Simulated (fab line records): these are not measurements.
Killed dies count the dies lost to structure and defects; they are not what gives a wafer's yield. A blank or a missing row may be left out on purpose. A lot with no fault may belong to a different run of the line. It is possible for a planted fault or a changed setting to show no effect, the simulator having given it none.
Chamber matching -- flow gf180mcu -- GF_V3_CMP_26 on cmp-02 has 4 sister chambers
The step polishes, stops on SiO2, t overpolish 15 s, target thk 0 nm. 4 wafers are shown with their chamber, then 8 later ones without.

EACH WAFER AND ITS CHAMBER
wafer,chamber,motor_current_A (A)
L086.1,3,11.2
L087.2,2,10.7
L087.6,1,10.4
L088.1,0,10.2

WAFERS WHOSE CHAMBER IS MISSING
wafer,motor_current_A (A)
L088.3,10.6
L088.6,10.3
L089.1,10.0
L089.2,11.2
L089.6,9.8
L096.1,10.5
L096.2,11.0
L096.3,11.2

CHAMBER TAKEN BY EACH
wafer,from the rows above,in truth
L088.3,can't be placed: 2 or 1 or 0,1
L088.6,can't be placed: 1 or 0 or 2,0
L089.1,can't be placed: 0 or 1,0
L089.2,3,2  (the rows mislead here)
L089.6,can't be placed: 0 or 1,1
L096.1,can't be placed: 1 or 2 or 0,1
L096.2,can't be placed: 3 or 2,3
L096.3,3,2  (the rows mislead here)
Correct placement for 0 of the 8. Unplaceable from these rows: 6, with the true chamber sitting among the candidates in 6. 2 placed wrongly.
How it was worked out, from the rows above alone: a wafer's distance from a chamber is the root of the sum, over the readings, of the square of ((its reading less the chamber's mean) divided by the reading's scatter). The wafer belongs to the nearest chamber; if the next one is less than 2 further off, it can't be placed. Each chamber's mean is taken over the wafers shown for it. The scatter: root of mean squared gap, hidden wafer to nearest shown wafer, with one shown wafer a chamber.
